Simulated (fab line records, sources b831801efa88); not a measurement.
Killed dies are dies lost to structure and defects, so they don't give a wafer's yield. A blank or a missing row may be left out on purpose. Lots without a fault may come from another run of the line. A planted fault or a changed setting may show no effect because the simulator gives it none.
Problem report in the 8D (eight disciplines) form, filled by code | flow sky130 | the parts of the form that need people (team, actions taken, sign-off) are left out

1. THE PROBLEM
GATE_OXIDE_TW at SKY_GATE_OXIDE_TW_MEAS_14 reads a mean of 319.2 on 6 wafers of 2 lots; wafers without a fault read 222.8 with a standard deviation of 2.4. That is +40 standard deviations from the usual mean.
First seen on wafer L993.2, day 18 19:20, on film_metro-03. The record holds 36 wafers of 12 lots with a number at this step. Rule for "out", or "out of limits": more than 4 standard deviations from the usual mean. The other wafers with a number count as sound.

2. WHAT IT IS AND WHAT IT IS NOT
question                    | is                           | is not
which readings at this step | GATE_OXIDE_TW                | -
which lots                  | L993, L995                   | L102, L984, L985, L986, L989, L991, L992, L994, L996, L997
which wafers of those lots  | all that have a number       | -
read on which gauges        | film_metro-02, film_metro-03 | film_metro-04
when                        | from day 18 19:20            | up to then (18 sound wafers); but 12 sound wafers of L102, L994, L996, L997 came after

3. SUSPECTS, AND WHAT RULES EACH OUT
Counting: a tool at a process step up to the reading stays a suspect if it ran every lot that is out and no sound lot after the first of them.
- the gauge at SKY_GATE_OXIDE_TW_MEAS_14: ruled out. The wafers that are out were read on 2 gauges (film_metro-02, film_metro-03).
- implanter-01 at SKY_GATE_OXIDE_IMPLANT_11: kept. It ran every lot that is out, first L993 (day 18 18:59), and no sound lot after that; its last sound lot up to then is L992 (day 18 12:47). Its own readings are out on those wafers: dose_ions_cm2, faraday_current_uA.
Left after counting: implanter-01 at SKY_GATE_OXIDE_IMPLANT_11.

4. THE CAUSE (what the simulator had put in)
Process parameter drift: implanter-01, from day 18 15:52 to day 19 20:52, at SKY_GATE_OXIDE_IMPLANT_11. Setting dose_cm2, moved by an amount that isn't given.
Counting left only this tool.

5. THE CHAIN OF EFFECTS, in route order
Each row: a reading whose mean over the struck wafers that have a number lies more than 3 standard deviations from the usual. Only readings for which the record gives a usual standard deviation are gone through. hours: the time from each lot's start at the first step in this table that gives one to its start at this step, as a median over the lots. sigmas: the change in usual standard deviations.
hours | step                      | reading            | usual   | on struck wafers | change   | sigmas
0     | SKY_GATE_OXIDE_IMPLANT_11 | dose_ions_cm2      | 2.6e+12 | 8.9e+12          | +6.3e+12 | +99 or more
0     | SKY_GATE_OXIDE_IMPLANT_11 | faraday_current_uA | 14.7    | 49.4             | +34.7    | +99 or more
0     | SKY_GATE_OXIDE_TW_MEAS_14 | GATE_OXIDE_TW      | 222.8   | 319.2            | +96.4    | +40
The process steps in it:
- SKY_GATE_OXIDE_IMPLANT_11

6. WHAT WOULD HAVE CAUGHT IT SOONER
In this record the first reading out of limits at a measuring or inspecting step was taken at day 18 19:20, 3 hours after the fault began at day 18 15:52.
The tool's own readings at SKY_GATE_OXIDE_IMPLANT_11 were out on every struck wafer that the step has a row for (dose_ions_cm2, faraday_current_uA): an alarm limit on them would have fired on the first of those.
Of the lots that are out (2), L995 began SKY_GATE_OXIDE_IMPLANT_11 on implanter-01 after day 18 19:20. A hold on the tool at that time would have spared it.
